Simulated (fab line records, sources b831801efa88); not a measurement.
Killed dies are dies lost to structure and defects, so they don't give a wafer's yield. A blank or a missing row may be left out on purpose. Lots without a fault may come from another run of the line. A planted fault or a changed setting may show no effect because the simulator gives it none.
fab line records | flow sky130
record lots=6 wafers=18 last_day=51
route steps=708 shown VIA4@644
lots that met no fault: from a run of the same line without faults
start_h: hours from the record's first day to the start of the lot's first wafer shown | wait_h: hours since the lot's step before | " the same as in the row above | L1.1+2: a row that stands for several wafers | - no value, or no start given | * or withheld: withheld | < > ~ a bound
route shown NAME@n: a module of which the file shows steps, and the number in the route of the first | usual: mean/standard deviation of fault-free wafers | same: alike in all rows | chamber/n: place in a boat | sites: the reading at each site | _std_site: their standard deviation | _edge_site: outer sites' mean less inner sites' | radius_mm: how far each site lies from the wafer's centre | mask NAME#n: copy n | behind: the tool/chamber that last shaped the wafer | hold: why the lot was held/for how many hours/how that ended | device: the transistor (n, p or np) that didn't switch | end of line: the same wafers' tests at the end of the route | a step without rows: its recipe alone | killed: dies lost to structure and defects at the first sort, not the wafer's yield | map: a wafer's dies, x killed, . not, _ none there
set.NAME: the setting as run; set.NAME@STEP: as run at that earlier step | model.NAME: the simulator's own value behind a step, which no gauge read
lots at some steps of the route; a table a step, a row a wafer
services: from which hour (start_h, from the record's first day; less than 0 if before it) a tool's chamber was out of use, for how many hours, and why
## steps
# step SKY_VIA4_HMDS_05
# recipe prime_time_s=60 prime_temp_c=120
# step SKY_VIA4_COAT_06
# recipe resist=NOVOLAK spin_rpm=3000 resist_thk_nm=1140
# step SKY_VIA4_SOFTBAKE_07
# recipe temp_c=90 time_s=58.38 resist=NOVOLAK
# step SKY_VIA4_EXPOSE_08
# recipe mask_id=VIM4 na=0.6 source_shape=conventional sigma_outer=0.6 polarization=unpolarized target_cd_nm=800 dose_mj=132
# step SKY_VIA4_PEB_09
# recipe temp_c=withheld time_s=* resist=NOVOLAK
# step SKY_VIA4_DEVELOP_10
# recipe resist=NOVOLAK developer=TMAH develop_time_s=60 dev_temp_c=23
# step SKY_VIA4_OVL_MEAS_11
# usual VIA4_OVL=-0.6/1.7
# columns lot.wafer tool chamber start_h wait_h VIA4_OVL[nm]
L300.2 overlay-01 - 1024.32 0.1 -1.0
L300.3 " - " " 1.0
L300.6 " - " " 0.1
L302.1 overlay-01 - 1026.16 0.1 -0.6
L302.2 " - " " -0.3
L302.6 " - " " -1.5
L313.2 overlay-01 - 1106.07 0.1 -2.8
L313.5 " - " " -2.9
L313.6 " - " " -1.6
L314.1 overlay-01 - 1109.61 0.1 -2.4
L314.2 " - " " -4.5
L314.4 " - " " -4.7
L317.4 overlay-02 - 1133.83 0.1 -2.5
L317.5 " - " " -1.8
L317.6 " - " " 0.1
L319.2 overlay-01 - 1165.27 0.1 1.2
L319.5 " - " " -0.8
L319.6 " - " " 0.2
# step SKY_VIA4_ETCH_12
# recipe target=SiO2 chemistry=C4F8/O2/Ar stop_on=TiN mask_material=NOVOLAK source_w=1500 bias_w=1200 pressure_mtorr=40 c4f8_flow_sccm=withheld O2_flow_sccm=6 Ar_flow_sccm=300 time_s=withheld target_depth_a=5800
# usual oes_product_au=0.926/0.0045
# columns lot.wafer tool chamber start_h wait_h oes_product_au
L300.2 rie_diel-01 1 1024.35 0.0 0.927
L300.3 " 0 " " 0.932
L300.6 " 3 " " 0.925
L302.1 rie_diel-04 1 1026.19 0.0 0.926
L302.2 " 3 " " 0.920
L302.6 " 1 " " 0.926
L313.2 rie_diel-01 3 1106.10 0.0 0.930
L313.5 " 0 " " 0.928
L313.6 " 3 " " 0.932
L314.1 rie_diel-04 3 1109.65 0.0 0.927
L314.2 " 1 " " 0.933
L314.4 " 2 " " 0.920
L317.4 rie_diel-03 0 1133.85 0.0 0.927
L317.5 " 1 " " 0.925
L317.6 " 2 " " 0.918
L319.2 rie_diel-01 0 1165.30 0.0 0.927
L319.5 " 3 " " 0.929
L319.6 " 0 " " 0.928
# step SKY_VIA4_STRIP_13
# recipe chemistry=O2/N2 power_w=1400 pressure_mtorr=1500 platen_temp_c=withheld o2_flow_sccm=3000 n2_flow_sccm=300 overash_fraction=0.5
# usual drypump_motor_current_A=5.7/0.46 oes_product_au=0.709/0.0047 strip_time_to_endpoint_s=12.80/0.03
# columns lot.wafer tool chamber start_h wait_h drypump_motor_current_A oes_product_au rf_hours_counter_h strip_time_to_endpoint_s
L300.2 plasma_asher-04 0 1024.42 - 6.5 0.706 61 12.82
L300.3 " 1 " " 6.0 0.727 - 12.76
L300.6 " 0 " " 6.4 0.708 - 12.76
L302.1 plasma_asher-01 1 1026.27 - 5.9 0.713 29 12.75
L302.2 " 0 " " 5.5 0.710 29 12.80
L302.6 " 0 " " 5.5 0.709 - 12.83
L313.2 plasma_asher-04 0 1106.17 - 6.5 0.709 68 12.79
L313.5 " 0 " " 6.5 0.711 - 12.77
L313.6 " 1 " " 6.0 0.715 - 12.77
L314.1 plasma_asher-04 0 1109.72 - 6.5 0.707 69 12.79
L314.2 " 1 " " 5.9 0.711 69 12.81
L314.4 " 1 " " 6.0 0.703 - 12.78
L317.4 plasma_asher-02 1 1133.95 - 4.9 0.702 - 12.83
L317.5 " 0 " " 5.7 0.712 - 12.77
L317.6 " 1 " " 4.9 0.701 - 12.79
L319.2 plasma_asher-01 1 1165.37 - 5.9 0.709 41 12.80
L319.5 " 0 " " 5.5 0.709 - 12.82
L319.6 " 1 " " 5.9 0.705 - 12.84
# step SKY_VIA4_STRIP_14
# recipe chemistry=post_etch_residue_remover time_s=1200 temp_c=72.5
# step SKY_VIA4_CLEAN_15
# recipe chemistry=IPA time_s=180 temp_c=25
# step SKY_VIA4_CLEAN_16
# recipe chemistry=O3/DIW dry=n2_spin
# step SKY_VIA4_SPUTTER_17
# recipe material=TiN target_thk_nm=20 chamber_pressure_pa=5 power_w=4000 time_s=80
# usual cathode_dc_power_W=4000.0/0.79 chamber_pressure_pa=4.999/0.0096 throttle_valve_pct=30.4/1.2
# columns lot.wafer tool chamber start_h wait_h cathode_dc_power_W chamber_pressure_pa throttle_valve_pct
L300.2 pvd_sputter-03 - 1025.02 0.0 4000.6 5.000 30.0
L300.3 " - " " 4000.7 4.993 29.9
L300.6 " - " " 3998.9 5.014 28.8
L302.1 pvd_sputter-01 - 1026.86 0.0 4000.2 5.006 31.0
L302.2 " - " " 4001.3 4.995 32.5
L302.6 " - " " 4000.4 4.986 29.5
L313.2 pvd_sputter-01 - 1106.90 0.0 - - -
L313.5 " - " " - - -
L313.6 " - " " - - -
L314.1 pvd_sputter-03 - 1110.34 0.0 - - -
L314.2 " - " " - - -
L314.4 " - " " - - -
L317.4 pvd_sputter-01 - 1134.54 0.0 3998.0 4.997 32.7
L317.5 " - " " 3998.7 4.990 30.7
L317.6 " - " " 4000.1 5.000 32.7
L319.2 pvd_sputter-01 - 1165.97 0.0 4000.6 5.003 30.6
L319.5 " - " " 3999.9 4.986 30.6
L319.6 " - " " 3999.8 5.002 30.3
# step SKY_VIA4_CVD_18
# recipe material=W target_thk_nm=505 time_s=152.14 temp_c=400 pressure_torr=40
# usual chamber_pressure_Torr=40.01/0.083 heater_power_w=776/38
# columns lot.wafer tool chamber start_h wait_h chamber_pressure_Torr heater_power_w since_wet_clean_h
L300.2 cvd_w-01 1 1025.14 0.1 40.14 765 -
L300.3 " 1 " " 39.92 768 -
L300.6 " 1 " " 40.07 774 -
L302.1 cvd_w-02 0 1026.92 0.0 40.11 815 109
L302.2 " 1 " " 40.03 740 109
L302.6 " 0 " " 40.26 843 -
L313.2 cvd_w-02 0 1106.96 0.0 40.08 840 189
L313.5 " 0 " " 40.07 826 -
L313.6 " 1 " " 40.00 742 -
L314.1 cvd_w-02 0 1110.40 0.0 39.95 837 192
L314.2 " 1 " " 40.12 754 192
L314.4 " 0 " " 40.04 848 -
L317.4 cvd_w-02 0 1134.65 0.1 39.96 827 -
L317.5 " 1 " " 40.05 736 -
L317.6 " 0 " " 40.02 840 -
L319.2 cvd_w-01 0 1166.03 0.0 39.97 770 762
L319.5 " 1 " " 39.96 757 -
L319.6 " 0 " " 40.04 750 -
## services
# columns tool chamber start_h hours kind
rie_diel-01 3 1003.24 3.0 repair
plasma_asher-04 - 1008.63 8.8 pm
plasma_asher-02 - 1014.33 13.6 repair
rie_diel-03 - 1015.22 0.9 repair
cvd_w-01 0 1023.41 7.8 repair
rie_diel-04 - 1029.02 0.7 repair
plasma_asher-02 - 1032.09 2.8 pm
rie_diel-03 3 1033.14 - clean
rie_diel-03 3 1033.14 17.7 scheduled_down
rie_diel-03 3 1033.14 17.7 vent_cycle
rie_diel-01 3 1055.24 6.4 repair
rie_diel-01 - 1059.36 2.8 pm
plasma_asher-01 - 1061.48 2.2 repair
cvd_w-01 - 1082.58 2.8 pm
pvd_sputter-03 - 1093.89 1.9 repair
cvd_w-01 0 1103.78 8.6 repair
pvd_sputter-01 - 1120.24 9.3 repair
rie_diel-04 2 1135.04 3.2 repair
cvd_w-02 - 1140.52 6.0 pm
cvd_w-01 - 1146.83 6.9 pm
plasma_asher-02 - 1162.74 1.5 repair
## key
first_sign step=SKY_VIA4_SPUTTER_17 reading=tool_record direction=missing
effect none on later readings
met_at SKY_VIA4_SPUTTER_17
struck_wafers L313.2,L313.5,L313.6,L314.1,L314.2,L314.4
later_rows_left_out L313.2,L313.5,L313.6,L314.1,L314.2,L314.4
sort_left_out L313.2,L313.5,L313.6,L314.1,L314.2,L314.4
onset_between 1026.86 1106.90
fault kind=skipped_step_whole tool=pvd_sputter-01,pvd_sputter-03 chamber=- onset_h=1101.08 steps=SKY_VIA4_SPUTTER_17 scope=struck_lots_only
# sort_left_out: the simulated sort isn't trusted on such a fault, so these wafers' sort isn't shown, and their yield isn't known
# later_rows_left_out: the simulator's readings of these wafers behind a module that went badly wrong aren't trusted and aren't shown, but for the sort
